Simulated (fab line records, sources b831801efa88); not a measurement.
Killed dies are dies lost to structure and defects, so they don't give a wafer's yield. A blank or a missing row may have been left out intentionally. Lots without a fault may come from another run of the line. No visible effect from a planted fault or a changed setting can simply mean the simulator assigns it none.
Commonality check across tools :: flow gf180mcu :: 14 lots, 42 wafers sampled

== WHY IT WAS OPENED ==
2 of 14 lots carry a flag on the reading PSD_TW at GF_PSD_TW_MEAS_11. Wafers without a fault read 3159, standard deviation 13.
Rule: a lot is flagged in two cases, either no wafer of it has a number, or all its wafers with numbers fall more than 4 standard deviations from that mean. The rest of the lots are taken to be sound.

lot: L546
measured: day 14 00:47
on: film_metro-04
PSD_TW, wafer by wafer: 3164 3174 3175
flag: 

lot: L547
measured: day 14 15:31
on: film_metro-02
PSD_TW, wafer by wafer: 3156 3179 3175
flag: 

lot: L549
measured: day 15 04:22
on: film_metro-04
PSD_TW, wafer by wafer: 3164 3159 3166
flag: 

lot: L550
measured: day 15 17:31
on: film_metro-04
PSD_TW, wafer by wafer: 3159 3168 3154
flag: 

lot: L551
measured: day 16 04:22
on: film_metro-04
PSD_TW, wafer by wafer: 3169 3166 3162
flag: 

lot: L552
measured: day 16 09:56
on: film_metro-02
PSD_TW, wafer by wafer: 3150 3138 3140
flag: 

lot: L553
measured: day 16 14:25
on: film_metro-01
PSD_TW, wafer by wafer: 3182 3179 3186
flag: 

lot: L556
measured: day 17 16:13
on: film_metro-01
PSD_TW, wafer by wafer: 3141 3157 3157
flag: 

lot: L557
measured: day 18 01:10
on: film_metro-04
PSD_TW, wafer by wafer: 3169 3147 3148
flag: 

lot: L558
measured: day 18 08:25
on: film_metro-01
PSD_TW, wafer by wafer: 3142 3152 3143
flag: 

lot: L559
measured: day 19 01:04
on: film_metro-04
PSD_TW, wafer by wafer: 4234 4208 4217
flag: FLAGGED

lot: L560
measured: day 19 08:10
on: film_metro-02
PSD_TW, wafer by wafer: 4264 4245 4224
flag: FLAGGED

lot: L562
measured: day 19 14:37
on: film_metro-04
PSD_TW, wafer by wafer: 3148 3138 3145
flag: 

lot: L569
measured: day 22 16:31
on: film_metro-02
PSD_TW, wafer by wafer: 3158 3145 3154
flag: 
The numbers of the flagged lots are 4232 on average: +1073 against the usual, or +83 standard deviations.

== WHICH TOOL RAN EACH LOT ==
The record holds 1 process step before the reading, out of a route of 602 steps. In each cell: the tool, then ch and the chambers that the sampled wafers went through, then the start.
lot: L546
flag: 
GF_NSD_COAT_02: litho_track-02 ch 0, day 12 17:13

lot: L547
flag: 
GF_NSD_COAT_02: litho_track-02 ch 0, day 13 07:08

lot: L549
flag: 
GF_NSD_COAT_02: litho_track-02 ch 0, day 13 20:04

lot: L550
flag: 
GF_NSD_COAT_02: litho_track-02 ch 0, day 14 08:46

lot: L551
flag: 
GF_NSD_COAT_02: litho_track-04 ch 0, day 14 18:54

lot: L552
flag: 
GF_NSD_COAT_02: litho_track-04 ch 0, day 15 01:11

lot: L553
flag: 
GF_NSD_COAT_02: litho_track-03 ch 0, day 15 04:31

lot: L556
flag: 
GF_NSD_COAT_02: litho_track-02 ch 0, day 16 06:11

lot: L557
flag: 
GF_NSD_COAT_02: litho_track-02 ch 0, day 16 15:02

lot: L558
flag: 
GF_NSD_COAT_02: litho_track-02 ch 0, day 16 20:43

lot: L559
flag: FLAGGED
GF_NSD_COAT_02: litho_track-04, day 17 12:56

lot: L560
flag: FLAGGED
GF_NSD_COAT_02: litho_track-02, day 17 19:28

lot: L562
flag: 
GF_NSD_COAT_02: litho_track-03 ch 0, day 18 02:41

lot: L569
flag: 
GF_NSD_COAT_02: litho_track-04 ch 0, day 21 05:12
What is done by these steps:
- GF_NSD_COAT_02: resist thk 1000 nm.
- GF_PSD_TW_MEAS_11

== FLAGGED OVER TOTAL, TOOL BY TOOL (the gauges that took the reading come last) ==
step: GF_NSD_COAT_02
tool: litho_track-02
lots run: 8
flagged: 1
share of the flagged lots: some
sound lots run after its first flagged lot: 0

step: GF_NSD_COAT_02
tool: litho_track-03
lots run: 2
flagged: 0
share of the flagged lots: none
sound lots run after its first flagged lot: -

step: GF_NSD_COAT_02
tool: litho_track-04
lots run: 4
flagged: 1
share of the flagged lots: some
sound lots run after its first flagged lot: 1 (L569)

step: GF_PSD_TW_MEAS_11
tool: film_metro-01
lots run: 3
flagged: 0
share of the flagged lots: none
sound lots run after its first flagged lot: -

step: GF_PSD_TW_MEAS_11
tool: film_metro-02
lots run: 4
flagged: 1
share of the flagged lots: some
sound lots run after its first flagged lot: 1 (L569)

step: GF_PSD_TW_MEAS_11
tool: film_metro-04
lots run: 7
flagged: 1
share of the flagged lots: some
sound lots run after its first flagged lot: 1 (L562)

== WHAT THE TABLE ALLOWS ==
No row of the table ran every flagged lot.

== WHAT THE SIMULATOR HAD INSERTED ==
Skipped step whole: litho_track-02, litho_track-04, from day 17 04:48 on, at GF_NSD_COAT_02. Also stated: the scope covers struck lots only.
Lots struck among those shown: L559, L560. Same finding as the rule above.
